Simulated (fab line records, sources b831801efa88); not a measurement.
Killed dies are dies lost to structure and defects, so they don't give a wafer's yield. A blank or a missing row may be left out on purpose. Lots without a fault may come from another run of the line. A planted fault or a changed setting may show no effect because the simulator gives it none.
Which tool did it? | flow sky130 | 24 lots, 72 wafers sampled, at 4 steps of a route of 708

WHAT THE GAUGES READ, wafer by wafer
SKY_LDD_N_TW_MEAS_17. Usual: LDD_N_TW 2594, standard deviation 33.
lot  | measured     | on            | LDD_N_TW       | flag
L074 | day 18 09:46 | film_metro-04 | 2652 2638 2634 |
L075 | day 18 10:43 | film_metro-04 | 2649 2653 2631 |
L076 | day 18 17:32 | film_metro-04 | 2631 2640 2639 |
L077 | day 18 23:37 | film_metro-01 | 2566 2561 2564 |
L078 | day 19 14:55 | film_metro-01 | 2561 2570 2559 |
L079 | day 19 16:52 | film_metro-01 | 2562 2563 2568 |
L080 | day 20 04:50 | film_metro-01 | 2564 2562 2564 |
L081 | day 20 16:23 | film_metro-04 | 2610 2613 2620 |
L082 | day 20 19:30 | film_metro-01 | 2573 2568 2577 |
L083 | day 21 22:17 | film_metro-02 | 2565 2556 2558 |
L084 | day 21 23:28 | film_metro-01 | 2566 2574 2572 |
L085 | day 22 05:28 | film_metro-04 | 2621 2620 2619 |
L086 | day 22 15:31 | film_metro-04 | 2621 2626 2623 |
L087 | day 22 23:04 | film_metro-04 | 2615 2613 2616 |
L088 | day 23 05:22 | film_metro-02 | 2557 2558 2575 |
L089 | day 23 12:41 | film_metro-04 | 2637 2627 2647 |
L090 | day 23 17:26 | film_metro-02 | 2558 2544 2574 |
L091 | day 24 08:07 | film_metro-01 | 2581 2568 2575 |
L092 | day 24 14:04 | film_metro-02 | 2589 2573 2588 |
L093 | day 24 20:29 | film_metro-04 | 2637 2621 2631 |
L094 | day 24 23:14 | film_metro-04 | 2619 2610 2615 |
L095 | day 25 09:07 | film_metro-02 | 2568 2568 2551 |
L097 | day 26 11:34 | film_metro-04 | 2631 2620 2632 |
L096 | day 26 12:17 | film_metro-02 | 2566 2560 2568 |

SKY_LI_CONTACT_THK_MEAS_23: measures by xrf. Usual: LI_CONTACT_W_THK 403 nm, standard deviation 7.1.
lot  | measured     | on            | LI_CONTACT_W_THK (nm) | flag
L074 | day 29 20:41 | film_metro-04 | 397 402 405           |
L075 | day 30 00:08 | film_metro-04 | 388 395 396           |
L076 | day 30 04:57 | film_metro-01 | 399 405 406           |
L077 | day 30 09:49 | film_metro-01 | 402 406 394           |
L078 | day 30 21:04 | film_metro-03 | 399 402 400           |
L079 | day 31 00:49 | film_metro-03 | 412 411 408           |
L080 | day 31 11:56 | film_metro-03 | 401 404 403           |
L081 | day 31 23:18 | film_metro-03 | 407 408 408           |
L082 | day 32 02:29 | film_metro-04 | 394 405 403           |
L083 | day 33 00:50 | film_metro-04 | 404 406 401           |
L084 | day 33 02:36 | film_metro-04 | 404 399 405           |
L085 | day 33 10:01 | film_metro-01 | 415 411 400           |
L086 | day 33 15:26 | film_metro-01 | 404 414 412           |
L087 | day 33 22:30 | film_metro-04 | 405 395 402           |
L088 | day 34 03:55 | film_metro-03 | 394 395 403           |
L089 | day 34 08:41 | film_metro-04 | 399 398 400           |
L090 | day 34 15:47 | film_metro-04 | 401 405 402           |
L091 | day 35 03:59 | film_metro-03 | 418 408 410           |
L092 | day 35 08:08 | film_metro-01 | 416 423 421           |
L093 | day 35 19:17 | film_metro-04 | 408 403 402           |
L094 | day 35 20:17 | film_metro-04 | 395 391 395           |
L095 | day 36 01:08 | film_metro-01 | 408 406 409           |
L097 | day 37 00:32 | film_metro-04 | 399 394 393           |
L096 | day 37 04:02 | film_metro-04 | 406 398 401           |

SKY_LOCAL_INTERCONNECT_OVL_MEAS_12. Usual: LOCAL_INTERCONNECT_OVL 1 nm, standard deviation 4.9.
lot  | measured     | on         | LOCAL_INTERCONNECT_OVL (nm) | flag
L074 | day 31 01:05 | overlay-02 | 2 3 6                       |
L075 | day 31 04:47 | overlay-02 | -1 -1 3                     |
L076 | day 31 09:49 | overlay-01 | 9 7 10                      |
L077 | day 31 13:59 | overlay-01 | 6 5 7                       |
L078 | day 32 01:34 | overlay-01 | 4 2 3                       |
L079 | day 32 05:10 | overlay-01 | 3 -1 -4                     |
L080 | day 32 15:46 | overlay-01 | 7 8 0                       |
L081 | day 33 02:52 | overlay-01 | 2 1 3                       |
L082 | day 33 07:44 | overlay-01 | 6 -2 -1                     |
L083 | day 34 04:13 | overlay-01 | 0 -4 -4                     |
L084 | day 34 05:22 | overlay-02 | 3 3 0                       |
L085 | day 34 13:33 | overlay-01 | 0 3 4                       |
L086 | day 34 18:14 | overlay-01 | 4 -2 0                      |
L087 | day 35 02:04 | overlay-02 | -6 0 -1                     |
L088 | day 35 07:17 | overlay-01 | -2 -10 -4                   |
L089 | day 35 12:26 | overlay-01 | 3 7 5                       |
L090 | day 35 19:22 | overlay-02 | 12 3 8                      |
L091 | day 36 06:49 | overlay-02 | 5 2 4                       |
L092 | day 36 10:55 | overlay-01 | 6 2 -1                      |
L093 | day 36 22:04 | overlay-02 | -1 -3 -2                    |
L094 | day 36 22:46 | overlay-02 | 6 1 4                       |
L095 | day 37 03:25 | overlay-01 | -5 -7 -8                    |
L097 | day 38 03:25 | overlay-02 | -7 -5 -6                    |
L096 | day 38 06:20 | overlay-01 | 1 -8 -6                     |

SKY_VIA1_RS_MEAS_22: measures by four-point-probe. Usual: VIA1_W_RS 0.426 ohm/sq, standard deviation 0.0047.
lot  | measured     | on            | VIA1_W_RS (ohm/sq) | flag
L074 | day 34 17:22 | film_metro-03 | 0.419 0.422 0.425  |
L075 | day 34 21:11 | film_metro-01 | 0.417 0.427 0.420  |
L076 | day 35 01:10 | film_metro-03 | 0.430 0.427 0.432  |
L077 | day 35 05:56 | film_metro-04 | 0.431 0.428 0.425  |
L078 | day 35 18:38 | film_metro-04 | 0.423 0.425 0.421  |
L079 | day 35 19:38 | film_metro-03 | 0.422 0.421 0.427  |
L080 | day 36 05:28 | film_metro-03 | 0.422 0.428 0.429  |
L081 | day 36 16:28 | film_metro-01 | 0.419 0.429 0.421  |
L082 | day 36 19:29 | film_metro-04 | 0.427 0.429 0.428  |
L083 | day 37 17:10 | film_metro-03 | 0.431 0.432 0.433  |
L084 | day 37 18:25 | film_metro-03 | 0.426 0.423 0.426  |
L085 | day 38 01:19 | film_metro-03 | 0.434 0.430 0.430  |
L086 | day 38 05:52 | film_metro-01 | 0.423 0.424 0.428  |
L087 | day 38 15:17 | film_metro-03 | 0.423 0.423 0.427  |
L088 | day 38 17:59 | film_metro-01 | 0.428 0.429 0.419  |
L089 | day 39 00:20 | film_metro-03 | 0.427 0.426 0.430  |
L090 | day 39 06:54 | film_metro-01 | 0.422 0.419 0.417  |
L091 | day 39 16:26 | film_metro-01 | 0.426 0.422 0.428  |
L092 | day 39 19:24 | film_metro-03 | 0.428 0.425 0.428  |
L093 | day 40 08:01 | film_metro-04 | 0.423 0.429 0.421  |
L094 | day 40 08:28 | film_metro-03 | 0.428 0.428 0.421  |
L095 | day 40 12:58 | film_metro-03 | 0.427 0.425 0.424  |
L097 | day 41 10:35 | film_metro-03 | 0.422 0.426 0.422  |
L096 | day 41 14:19 | film_metro-01 | 0.432 0.437 0.426  |

WHICH TOOL RAN EACH LOT (tool, then ch and the chambers of the sampled wafers, then the start)
The record holds no process step before these readings.

WHAT THE TOOLS THEMSELVES READ (means of the sampled wafers that have a number; where no wafer has one, the mark that the record gives instead)
The record holds no such reading with a usual standard deviation.

THE ANSWER, worked out from the rows above alone
Rule: a lot is off if the mean of its wafers that have a number lies more than 3 standard deviations from the usual mean. A lot without any number at a reading at which 4 lots or more have one is off too. The other lots that the step has rows for count as sound. The gauges are gone through in route order, then the tools' own readings, and for those a lot's mean is taken as printed above. The first step at which some lot is off is used, and at that step the reading that is off furthest; a lot without a number counts as furthest.
No lot is off at any reading shown: from this, nothing can be told.

WHAT THE SIMULATOR HAD PUT IN
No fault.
